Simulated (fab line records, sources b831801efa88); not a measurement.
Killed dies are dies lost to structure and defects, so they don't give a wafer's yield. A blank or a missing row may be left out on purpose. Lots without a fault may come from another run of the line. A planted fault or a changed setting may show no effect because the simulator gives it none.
fab line records | flow gf180mcu
record lots=24 wafers=72 last_day=34
route steps=602 shown M4@457 V4@497 MIM@510 V5@545
lots that met no fault: from a run of the same line without faults
start_h: hours from the record's first day to the start of the lot's first wafer shown | wait_h: hours since the lot's step before | " the same as in the row above | L1.1+2: a row that stands for several wafers | - no value, or no start given | * or withheld: withheld | < > ~ a bound
route shown NAME@n: a module of which the file shows steps, and the number in the route of the first | usual: mean/standard deviation of fault-free wafers | same: alike in all rows | chamber/n: place in a boat | sites: the reading at each site | _std_site: their standard deviation | _edge_site: outer sites' mean less inner sites' | radius_mm: how far each site lies from the wafer's centre | mask NAME#n: copy n | behind: the tool/chamber that last shaped the wafer | hold: why the lot was held/for how many hours/how that ended | device: the transistor (n, p or np) that didn't switch | end of line: the same wafers' tests at the end of the route | a step without rows: its recipe alone | killed: dies lost to structure and defects at the first sort, not the wafer's yield | map: a wafer's dies, x killed, . not, _ none there
set.NAME: the setting as run; set.NAME@STEP: as run at that earlier step | model.NAME: the simulator's own value behind a step, which no gauge read
steps of the route over a sample of lots; a table a step, a row a wafer
services: from which hour (start_h, from the record's first day; less than 0 if before it) a tool's chamber was out of use, for how many hours, and why
## steps
# step GF_M4_SPUTTER_01
# recipe material=TiN target_thk_nm=30 power_w=6500 time_s=25 chamber_pressure_pa=0.4
# usual throttle_valve_pct=29.8/0.68
# columns lot.wafer tool chamber start_h wait_h throttle_valve_pct
L074.1 pvd_sputter-02 - 520.07 0.1 29.3
L074.2 " - " " 31.4
L074.5 " - " " 29.7
L075.2 pvd_sputter-04 - 527.13 0.1 29.0
L075.3 " - " " 29.5
L075.6 " - " " 29.5
L076.3 pvd_sputter-04 - 534.58 0.1 29.6
L076.4 " - " " 30.4
L076.5 " - " " 30.4
L077.1 pvd_sputter-04 - 545.59 0.1 30.0
L077.2 " - " " 29.1
L077.4 " - " " 29.2
L078.2 pvd_sputter-03 - 554.51 0.1 29.7
L078.3 " - " " 29.6
L078.6 " - " " 29.8
L079.1 pvd_sputter-03 - 565.13 0.1 29.1
L079.4 " - " " 29.8
L079.5 " - " " 29.7
L080.1 pvd_sputter-02 - 571.00 0.1 29.6
L080.2 " - " " 29.7
L080.5 " - " " 29.5
L081.1 pvd_sputter-04 - 581.64 0.1 30.0
L081.3 " - " " 28.9
L081.5 " - " " 30.5
L082.1 pvd_sputter-02 - 588.10 0.1 29.5
L082.3 " - " " 29.4
L082.5 " - " " 31.7
L083.2 pvd_sputter-02 - 596.14 0.1 29.5
L083.3 " - " " 31.6
L083.5 " - " " 29.9
L084.3 pvd_sputter-02 - 608.15 0.1 29.9
L084.5 " - " " 29.6
L084.6 " - " " 29.6
L085.1 pvd_sputter-04 - 612.55 0.1 30.0
L085.4 " - " " 29.2
L085.6 " - " " 29.3
L086.1 pvd_sputter-02 - 622.56 0.1 29.6
L086.2 " - " " 29.7
L086.6 " - " " 31.7
L087.1 pvd_sputter-03 - 631.35 0.1 29.4
L087.3 " - " " 29.6
L087.5 " - " " 28.6
L088.2 pvd_sputter-03 - 639.01 0.1 29.5
L088.4 " - " " 28.8
L088.5 " - " " 29.8
L089.4 pvd_sputter-04 - 641.56 0.1 29.4
L089.5 " - " " 30.2
L089.6 " - " " 29.4
L090.2 pvd_sputter-03 - 649.19 0.1 30.5
L090.5 " - " " 28.9
L090.6 " - " " 29.8
L091.1 pvd_sputter-03 - 660.73 0.1 29.9
L091.2 " - " " 30.5
L091.4 " - " " 29.8
L092.3 pvd_sputter-03 - 666.54 0.1 29.6
L092.4 " - " " 30.4
L092.5 " - " " 28.8
L093.2 pvd_sputter-04 - 667.54 0.1 29.1
L093.3 " - " " 29.7
L093.4 " - " " 30.4
L094.2 pvd_sputter-02 - 678.54 0.1 29.9
L094.4 " - " " 29.6
L094.5 " - " " 29.9
L095.1 pvd_sputter-02 - 683.47 0.1 29.5
L095.2 " - " " 29.6
L095.4 " - " " 29.8
L096.1 pvd_sputter-03 - 687.15 0.1 29.7
L096.2 " - " " 30.1
L096.3 " - " " 29.6
L097.1 pvd_sputter-02 - 701.08 0.1 29.4
L097.4 " - " " 31.2
L097.6 " - " " 29.4
# step GF_M4_SPUTTER_04
# recipe material=TiN target_thk_nm=50 power_w=6500 time_s=41.7 chamber_pressure_pa=0.4
# usual throttle_valve_pct=29.8/0.65
# columns lot.wafer tool chamber start_h wait_h throttle_valve_pct
L074.1 pvd_sputter-02 - 520.15 0.0 29.5
L074.2 " - " " 31.1
L074.5 " - " " 29.7
L075.2 pvd_sputter-04 - 527.21 0.0 29.1
L075.3 " - " " 29.4
L075.6 " - " " 29.1
L076.3 pvd_sputter-04 - 534.66 0.0 29.8
L076.4 " - " " 30.4
L076.5 " - " " 30.4
L077.1 pvd_sputter-04 - 545.68 0.0 29.8
L077.2 " - " " 29.1
L077.4 " - " " 29.3
L078.2 pvd_sputter-03 - 554.59 0.0 29.7
L078.3 " - " " 29.7
L078.6 " - " " 29.7
L079.1 pvd_sputter-03 - 565.21 0.0 29.0
L079.4 " - " " 29.5
L079.5 " - " " 29.5
L080.1 pvd_sputter-02 - 571.08 0.0 29.6
L080.2 " - " " 29.5
L080.5 " - " " 29.6
L081.1 pvd_sputter-04 - 581.73 0.0 29.9
L081.3 " - " " 29.3
L081.5 " - " " 30.4
L082.1 pvd_sputter-02 - 588.18 0.0 29.5
L082.3 " - " " 29.2
L082.5 " - " " 31.5
L083.2 pvd_sputter-02 - 596.23 0.0 29.8
L083.3 " - " " 31.4
L083.5 " - " " 30.2
L084.3 pvd_sputter-02 - 608.23 0.0 29.7
L084.5 " - " " 29.5
L084.6 " - " " 29.4
L085.1 pvd_sputter-04 - 612.63 0.0 29.7
L085.4 " - " " 29.4
L085.6 " - " " 29.1
L086.1 pvd_sputter-02 - 622.64 0.0 29.6
L086.2 " - " " 29.6
L086.6 " - " " 31.4
L087.1 pvd_sputter-03 - 631.43 0.0 29.5
L087.3 " - " " 29.6
L087.5 " - " " 28.9
L088.2 pvd_sputter-03 - 639.09 0.0 29.7
L088.4 " - " " 28.8
L088.5 " - " " 29.8
L089.4 pvd_sputter-04 - 641.64 0.0 29.0
L089.5 " - " " 30.5
L089.6 " - " " 29.4
L090.2 pvd_sputter-03 - 649.27 0.0 30.3
L090.5 " - " " 28.6
L090.6 " - " " 29.4
L091.1 pvd_sputter-03 - 660.81 0.0 29.7
L091.2 " - " " 30.6
L091.4 " - " " 29.6
L092.3 pvd_sputter-03 - 666.62 0.0 29.6
L092.4 " - " " 30.3
L092.5 " - " " 28.9
L093.2 pvd_sputter-04 - 667.63 0.0 29.0
L093.3 " - " " 29.8
L093.4 " - " " 30.2
L094.2 pvd_sputter-02 - 678.62 0.0 29.9
L094.4 " - " " 29.3
L094.5 " - " " 29.8
L095.1 pvd_sputter-02 - 683.55 0.0 29.5
L095.2 " - " " 29.9
L095.4 " - " " 30.0
L096.1 pvd_sputter-03 - 687.23 0.0 29.6
L096.2 " - " " 30.1
L096.3 " - " " 29.8
L097.1 pvd_sputter-02 - 701.16 0.0 29.3
L097.4 " - " " 31.5
L097.6 " - " " 29.5
# step GF_V4_SPUTTER_21
# recipe material=Ti target_thk_nm=15 chamber_pressure_pa=5 power_w=2500 substrate_temp_c=200 time_s=80.02
# usual throttle_valve_pct=29.6/0.8
# columns lot.wafer tool chamber start_h wait_h throttle_valve_pct
L074.1 pvd_sputter-04 - 568.25 0.0 29.7
L074.2 " - " " 29.2
L074.5 " - " " 30.3
L075.2 pvd_sputter-01 - 575.06 0.0 31.1
L075.3 " - " " 28.9
L075.6 " - " " 29.2
L076.3 pvd_sputter-02 - 581.51 0.0 29.3
L076.4 " - " " 29.3
L076.5 " - " " 29.6
L077.1 pvd_sputter-04 - 592.01 0.0 30.3
L077.2 " - " " 29.5
L077.4 " - " " 29.1
L078.2 pvd_sputter-01 - 601.11 0.0 28.7
L078.3 " - " " 28.8
L078.6 " - " " 28.9
L079.1 pvd_sputter-01 - 610.39 0.0 28.9
L079.4 " - " " 28.8
L079.5 " - " " 29.3
L080.1 pvd_sputter-02 - 615.56 0.0 29.9
L080.2 " - " " 29.8
L080.5 " - " " 29.8
L081.1 pvd_sputter-01 - 625.58 0.0 29.4
L081.3 " - " " 29.0
L081.5 " - " " 28.8
L082.1 pvd_sputter-01 - 631.74 0.0 29.2
L082.3 " - " " 28.6
L082.5 " - " " 31.2
L083.2 pvd_sputter-04 - 639.16 0.0 29.3
L083.3 " - " " 29.8
L083.5 " - " " 29.1
L084.3 pvd_sputter-04 - 652.01 0.0 30.1
L084.5 " - " " 29.3
L084.6 " - " " 30.1
L085.1 pvd_sputter-04 - 659.13 0.0 29.1
L085.4 " - " " 29.9
L085.6 " - " " 29.9
L086.1 pvd_sputter-04 - 664.37 0.0 30.1
L086.2 " - " " 29.5
L086.6 " - " " 29.4
L087.1 pvd_sputter-04 - 673.19 0.0 29.3
L087.3 " - " " 29.7
L087.5 " - " " 30.6
L088.2 pvd_sputter-01 - 682.38 0.0 29.4
L088.4 " - " " 29.0
L088.5 " - " " 29.0
L089.4 pvd_sputter-04 - 682.75 0.0 30.3
L089.5 " - " " 29.0
L089.6 " - " " 29.8
L090.2 pvd_sputter-04 - 688.56 0.0 30.7
L090.5 " - " " 30.4
L090.6 " - " " 28.9
L091.1 pvd_sputter-01 - 699.94 0.0 29.2
L091.2 " - " " 28.8
L091.4 " - " " 28.9
L092.3 pvd_sputter-04 - 706.49 0.0 29.2
L092.4 " - " " 29.3
L092.5 " - " " 29.3
L093.2 pvd_sputter-01 - 708.12 0.0 31.5
L093.3 " - " " 29.1
L093.4 " - " " 28.8
L094.2 pvd_sputter-01 - 717.89 0.0 28.9
L094.4 " - " " 29.2
L094.5 " - " " 28.7
L095.1 pvd_sputter-01 - 722.81 0.0 29.1
L095.2 " - " " 29.0
L095.4 " - " " 29.1
L096.1 pvd_sputter-01 - 725.39 0.0 29.0
L096.2 " - " " 28.9
L096.3 " - " " 29.0
L097.1 pvd_sputter-02 - 739.06 0.0 29.2
L097.4 " - " " 30.3
L097.6 " - " " 31.1
# step GF_MIM_SPUTTER_07
# recipe material=TiN target_thk_nm=60 power_w=6500 time_s=50 chamber_pressure_pa=0.4
# usual throttle_valve_pct=29.7/0.82
# columns lot.wafer tool chamber start_h wait_h throttle_valve_pct
L074.1 pvd_sputter-03 - 569.36 0.1 28.6
L074.2 " - " " 29.7
L074.5 " - " " 29.7
L075.2 pvd_sputter-02 - 576.06 0.0 29.6
L075.3 " - " " 30.0
L075.6 " - " " 30.1
L076.3 pvd_sputter-02 - 582.53 0.0 31.8
L076.4 " - " " 29.8
L076.5 " - " " 29.4
L077.1 pvd_sputter-03 - 593.02 0.1 29.7
L077.2 " - " " 29.7
L077.4 " - " " 30.1
L078.2 pvd_sputter-02 - 602.12 0.0 29.7
L078.3 " - " " 31.3
L078.6 " - " " 29.9
L079.1 pvd_sputter-01 - 611.59 0.1 28.8
L079.4 " - " " 29.0
L079.5 " - " " 29.1
L080.1 pvd_sputter-02 - 616.57 0.1 29.7
L080.2 " - " " 31.2
L080.5 " - " " 29.4
L081.1 pvd_sputter-03 - 626.58 0.1 28.6
L081.3 " - " " 29.7
L081.5 " - " " 30.2
L082.1 pvd_sputter-01 - 632.75 0.1 31.3
L082.3 " - " " 28.8
L082.5 " - " " 31.3
L083.2 pvd_sputter-03 - 640.20 0.0 29.7
L083.3 " - " " 30.2
L083.5 " - " " 30.5
L084.3 pvd_sputter-01 - 653.02 0.0 28.9
L084.5 " - " " 28.7
L084.6 " - " " 28.8
L085.1 pvd_sputter-03 - 660.14 0.1 30.3
L085.4 " - " " 29.7
L085.6 " - " " 29.5
L086.1 pvd_sputter-01 - 665.37 0.1 31.5
L086.2 " - " " 29.2
L086.6 " - " " 29.1
L087.1 pvd_sputter-02 - 674.20 0.1 31.4
L087.3 " - " " 30.1
L087.5 " - " " 29.3
L088.2 pvd_sputter-01 - 683.38 0.0 29.0
L088.4 " - " " 29.0
L088.5 " - " " 29.1
L089.4 pvd_sputter-02 - 684.00 0.0 29.7
L089.5 " - " " 29.3
L089.6 " - " " 29.7
L090.2 pvd_sputter-02 - 689.58 0.0 30.1
L090.5 " - " " 29.6
L090.6 " - " " 29.9
L091.1 pvd_sputter-01 - 700.94 0.1 31.1
L091.2 " - " " 29.2
L091.4 " - " " 28.9
L092.3 pvd_sputter-03 - 707.49 0.0 30.1
L092.4 " - " " 30.0
L092.5 " - " " 29.7
L093.2 pvd_sputter-01 - 709.12 0.0 29.0
L093.3 " - " " 31.4
L093.4 " - " " 29.3
L094.2 pvd_sputter-01 - 719.01 0.0 28.8
L094.4 " - " " 28.5
L094.5 " - " " 29.0
L095.1 pvd_sputter-03 - 723.82 0.1 29.7
L095.2 " - " " 30.3
L095.4 " - " " 29.8
L096.1 pvd_sputter-03 - 726.40 0.1 29.8
L096.2 " - " " 28.7
L096.3 " - " " 29.6
L097.1 pvd_sputter-02 - 740.07 0.1 30.1
L097.4 " - " " 29.7
L097.6 " - " " 31.4
# step GF_MIM_METAL_ETCH_19
# recipe chemistry=Cl2/BCl3 mask_material=NOVOLAK stop_on=Si3N4 target_depth_nm=324.5 pressure_mtorr=8 icp_w=800 bias_w=140 Cl2_flow_sccm=80 bcl3_flow_sccm=40 time_s=54.1
# usual chamber_pressure_mTorr=7.999/0.0072 drypump_motor_current_A=5.7/0.4 oes_product_au=0.941/0.0077 throttle_valve_pct=28.284/0.011
# columns lot.wafer tool chamber start_h wait_h chamber_pressure_mTorr drypump_motor_current_A oes_product_au rf_hours_counter_h throttle_valve_pct
L074.1 rie_metal-02 1 591.03 0.1 8.006 5.1 0.938 2 28.285
L074.2 " 1 " " 8.007 5.1 0.941 - 28.285
L074.5 " 1 " " 7.998 5.1 0.951 - 28.281
L075.2 rie_metal-01 0 597.71 0.1 8.011 6.0 0.945 - 28.285
L075.3 " 0 " " 7.999 5.9 0.939 - 28.291
L075.6 " 0 " " 7.995 6.0 0.942 - 28.288
L076.3 rie_metal-03 0 603.22 0.1 8.015 5.9 0.941 - 28.291
L076.4 " 1 " " 8.003 5.3 0.930 - 28.300
L076.5 " 0 " " 8.004 5.9 0.943 - 28.289
L077.1 rie_metal-02 1 613.93 0.1 8.007 5.1 0.956 3 28.274
L077.2 " 0 " " 7.985 6.1 0.949 0 28.286
L077.4 " 1 " " 8.010 5.1 0.945 - 28.278
L078.2 rie_metal-01 0 622.89 0.1 8.000 5.9 0.941 9 28.283
L078.3 " 0 " " 8.003 5.9 0.936 - 28.281
L078.6 " 1 " " 8.009 6.2 0.924 - 28.280
L079.1 rie_metal-03 1 631.54 0.1 7.995 5.3 0.935 12 28.293
L079.4 " 0 " " 8.010 5.9 0.946 - 28.278
L079.5 " 1 " " 8.007 5.3 0.936 - 28.282
L080.1 rie_metal-03 1 637.58 0.1 7.994 5.3 0.933 12 28.304
L080.2 " 0 " " 7.999 5.9 0.942 5 28.277
L080.5 " 1 " " 8.009 5.3 0.938 - 28.296
L081.1 rie_metal-02 0 646.84 0.1 8.002 6.1 0.944 1 28.274
L081.3 " 1 " " 8.004 5.1 0.952 - 28.294
L081.5 " 0 " " 8.006 6.1 0.952 - 28.286
L082.1 rie_metal-02 1 652.64 0.1 7.990 5.1 0.935 4 28.297
L082.3 " 1 " " 7.989 5.1 0.931 - 28.288
L082.5 " 0 " " 7.981 6.1 0.929 - 28.282
L083.2 rie_metal-01 1 660.58 0.1 7.997 6.1 0.944 2 28.289
L083.3 " 1 " " 8.006 6.2 0.937 - 28.297
L083.5 " 1 " " 7.995 6.1 0.942 - 28.284
L084.3 rie_metal-03 0 671.54 0.1 7.999 5.8 0.941 - 28.299
L084.5 " 0 " " 7.990 5.9 0.937 - 28.289
L084.6 " 0 " " 7.992 5.8 0.934 - 28.276
L085.1 rie_metal-03 0 678.34 0.1 8.010 5.9 0.955 6 28.282
L085.4 " 0 " " 8.001 5.9 0.953 - 28.274
L085.6 " 0 " " 8.006 5.8 0.958 - 28.281
L086.1 rie_metal-01 0 684.03 0.1 7.994 5.9 0.942 12 28.296
L086.2 " 0 " " 8.001 6.0 0.948 - 28.281
L086.6 " 0 " " 8.001 5.9 0.937 - 28.278
L087.1 rie_metal-03 1 693.04 0.1 7.999 5.3 0.949 0 28.278
L087.3 " 0 " " 7.990 5.8 0.937 - 28.294
L087.5 " 1 " " 7.993 5.3 0.946 - 28.261
L088.2 rie_metal-02 0 701.84 0.1 7.995 6.1 0.939 3 28.302
L088.4 " 1 " " 7.998 5.1 0.928 - 28.281
L088.5 " 1 " " 7.994 5.1 0.936 - 28.295
L089.4 rie_metal-01 0 702.60 0.1 7.999 5.9 0.939 - 28.285
L089.5 " 0 " " 7.993 5.9 0.951 - 28.267
L089.6 " 0 " " 7.996 5.9 0.945 - 28.285
L090.2 rie_metal-02 0 707.73 0.1 8.001 6.1 0.936 3 28.299
L090.5 " 1 " " 8.010 5.1 0.918 - 28.280
L090.6 " 0 " " 8.015 6.1 0.931 - 28.300
L091.1 rie_metal-02 1 718.84 0.1 8.004 5.1 0.934 7 28.290
L091.2 " 0 " " 8.004 6.1 0.921 4 28.292
L091.4 " 0 " " 7.998 6.1 0.941 - 28.282
L092.3 rie_metal-01 1 725.22 0.1 7.997 6.2 0.945 - 28.289
L092.4 " 0 " " 8.003 5.9 0.943 - 28.265
L092.5 " 1 " " 7.998 6.2 0.944 - 28.271
L093.2 rie_metal-02 1 727.03 0.1 8.011 5.1 0.940 7 28.296
L093.3 " 0 " " 8.000 6.1 0.927 - 28.301
L093.4 " 1 " " 7.995 5.1 0.944 - 28.284
L094.2 rie_metal-03 0 736.34 0.1 7.998 5.8 0.933 9 28.284
L094.4 " 1 " " 8.010 5.3 0.939 - 28.292
L094.5 " 1 " " 7.998 5.3 0.940 - 28.269
L095.1 rie_metal-02 0 741.23 0.1 8.003 6.1 0.950 5 28.284
L095.2 " 1 " " 7.998 5.1 0.938 8 28.269
L095.4 " 0 " " 8.005 6.1 0.950 - 28.292
L096.1 rie_metal-01 1 743.94 0.1 8.000 6.2 0.956 4 28.281
L096.2 " 0 " " 8.004 6.0 0.949 16 28.281
L096.3 " 1 " " 8.001 6.2 0.954 - 28.249
L097.1 rie_metal-01 1 756.59 0.1 7.999 6.2 0.939 4 28.288
L097.4 " 1 " " 7.986 6.2 0.942 - 28.289
L097.6 " 1 " " 7.995 6.2 0.948 - 28.280
# step GF_V5_BOW_MEAS_05
# recipe mode=bow
# usual V5_BOW=139/11
# columns lot.wafer tool chamber start_h wait_h V5_BOW[um]
L074.1 film_metro-03 - 613.80 0.2 132
L074.2 " - " " 132
L074.5 " - " " 128
L075.2 film_metro-03 - 620.82 0.2 149
L075.3 " - " " 136
L075.6 " - " " 162
L076.3 film_metro-02 - 625.39 0.2 146
L076.4 " - " " 145
L076.5 " - " " 130
L077.1 film_metro-03 - 636.66 0.2 122
L077.2 " - " " 128
L077.4 " - " " 125
L078.2 film_metro-04 - 645.07 0.2 164
L078.3 " - " " 147
L078.6 " - " " 149
L079.1 film_metro-03 - 658.81 0.2 112
L079.4 " - " " 134
L079.5 " - " " 134
L080.1 film_metro-03 - 661.60 0.4 137
L080.2 " - " " 140
L080.5 " - " " 138
L081.1 film_metro-03 - 666.19 0.1 137
L081.3 " - " " 141
L081.5 " - " " 146
L082.1 film_metro-03 - 673.11 0.2 144
L082.3 " - " " 145
L082.5 " - " " 148
L083.2 film_metro-03 - 680.75 0.1 141
L083.3 " - " " 149
L083.5 " - " " 146
L084.3 film_metro-03 - 692.13 0.1 153
L084.5 " - " " 138
L084.6 " - " " 139
L085.1 film_metro-03 - 699.05 0.2 140
L085.4 " - " " 155
L085.6 " - " " 136
L086.1 film_metro-02 - 705.41 0.1 135
L086.2 " - " " 141
L086.6 " - " " 114
L087.1 film_metro-04 - 713.32 0.1 138
L087.3 " - " " 153
L087.5 " - " " 155
L088.2 film_metro-02 - 721.68 0.3 129
L088.4 " - " " 134
L088.5 " - " " 123
L089.4 film_metro-04 - 723.30 0.3 122
L089.5 " - " " 118
L089.6 " - " " 122
L090.2 film_metro-03 - 727.26 0.2 141
L090.5 " - " " 132
L090.6 " - " " 151
L091.1 film_metro-03 - 738.65 0.2 140
L091.2 " - " " 136
L091.4 " - " " 131
L092.3 film_metro-04 - 744.37 0.3 125
L092.4 " - " " 133
L092.5 " - " " 129
L093.2 film_metro-04 - 747.35 0.3 133
L093.3 " - " " 137
L093.4 " - " " 136
L094.2 film_metro-02 - 754.81 0.2 152
L094.4 " - " " 140
L094.5 " - " " 148
L095.1 film_metro-04 - 759.38 0.3 159
L095.2 " - " " 144
L095.4 " - " " 151
L096.1 film_metro-03 - 762.77 0.3 130
L096.2 " - " " 121
L096.3 " - " " 126
L097.1 film_metro-03 - 774.61 0.2 148
L097.4 " - " " 157
L097.6 " - " " 150
## services
# columns tool chamber start_h hours kind
rie_metal-03 1 513.44 29.2 repair
rie_metal-01 1 523.56 6.6 repair
pvd_sputter-02 - 527.28 3.8 repair
rie_metal-01 - 530.93 2.8 pm
pvd_sputter-02 1 538.67 - consumable_replace:kit
pvd_sputter-02 1 538.67 18.0 scheduled_down
pvd_sputter-02 1 538.67 18.0 vent_cycle
pvd_sputter-02 - 542.72 1.8 repair
pvd_sputter-01 - 546.88 3.5 repair
pvd_sputter-03 0 553.09 - consumable_replace:kit
rie_metal-03 - 568.22 2.2 repair
pvd_sputter-03 - 579.51 0.5 repair
pvd_sputter-03 - 598.85 2.1 repair
rie_metal-02 0 599.71 11.8 repair
pvd_sputter-04 - 603.36 3.3 repair
rie_metal-02 1 605.90 2.2 repair
rie_metal-03 - 614.87 0.4 repair
rie_metal-01 - 636.07 1.4 pm
pvd_sputter-02 - 645.83 23.6 repair
rie_metal-01 1 663.77 45.7 repair
pvd_sputter-02 0 681.06 - consumable_replace:kit
pvd_sputter-02 0 681.06 18.0 scheduled_down
pvd_sputter-02 0 681.06 18.0 vent_cycle
pvd_sputter-04 - 740.97 51.0 repair
## key
fault none
